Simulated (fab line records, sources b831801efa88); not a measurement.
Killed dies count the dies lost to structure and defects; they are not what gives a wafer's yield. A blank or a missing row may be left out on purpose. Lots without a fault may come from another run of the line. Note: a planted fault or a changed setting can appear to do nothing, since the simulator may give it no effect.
One fault through the eyes of 2 desks    flow gf180mcu    what lay behind the numbers comes last; until then each desk has only its own

FROM THE METROLOGY DESK
Means of the sampled wafers that have a number, per lot and without regard to the tool the lot ran on: this is what the gauges read. Any lot whose mean is over 4 standard deviations away from the usual mean is out of limits and marked OUT; that distance is given in the brackets.
Columns: A = PSD_RS at GF_PSD_RS_MEAS_15, usual 108.56 ohm/sq; B = SAB_CVD_00_THK at GF_SAB_THK_MEAS_01, usual 50.0 nm; C = cd-nm at GF_SAB_CD_MEAS_09, usual 420.5 nm; D = SAB_OVL at GF_SAB_OVL_MEAS_10, usual -0.7 nm
lot   first seen here  A       B     C      D
L925  day 15 06:47     108.24  50.2  423.8  -1.4
L928  day 16 09:18     108.27  49.4  423.6  -0.3
L935  day 18 19:29     108.33  50.1  422.9  0.3
L936  day 19 04:54     108.45  49.8  418.1  3.0
L937  day 19 09:38     108.88  50.0  418.7  -1.5
L942  day 21 06:29     108.78  50.2  421.2  -0.1
L943  day 21 10:10     108.70  49.9  419.5  -0.9
This desk's verdict: no lot among the 7 shows anything out of limits.

AT THE TOOL OWNER'S DESK: rie-diel-03
The tool's own readings at GF_SAB_ETCH_11 (etches SiO2 in C4F8/O2/Ar, target depth 55 nm, time 8.5 s): means of the sampled wafers that have a number, for each lot that ran on this tool. Any lot whose mean is over 4 standard deviations away from the usual mean is out of limits and marked OUT; that distance is given in the brackets.
Columns: A = oes-product-au at GF_SAB_ETCH_11, usual 0.999 a.u.
lot   first seen here  A
L925  day 16 05:04     0.993
L935  day 19 18:58     1.354 (+37) OUT
L936  day 20 05:31     1.358 (+37) OUT
L937  day 20 09:22     1.362 (+37) OUT
This desk's finding: out of limits on L935, L936, L937; first on L935, day 19 18:58 (oes-product-au at GF_SAB_ETCH_11). In limits: L925.

BROUGHT TOGETHER
An alarm could have come from the tool owner's desk at day 19 18:58, on L935, L936, L937.
Nothing out of limits was seen by the metrology desk.
The metrology desk holds a record of L935, L936, L937, inside its limits.
GF_SAB_ETCH_11 was run on rie-diel-03 by each of the lots named.

WHAT THE SIMULATOR HAD PUT IN
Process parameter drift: rie-diel-03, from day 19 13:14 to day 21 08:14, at GF_SAB_ETCH_11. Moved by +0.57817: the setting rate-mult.
Lots struck among those shown: L935, L936, L937.
Time in hours from fault onset to the first out-of-limits reading at each desk: the tool owner's desk, 6.
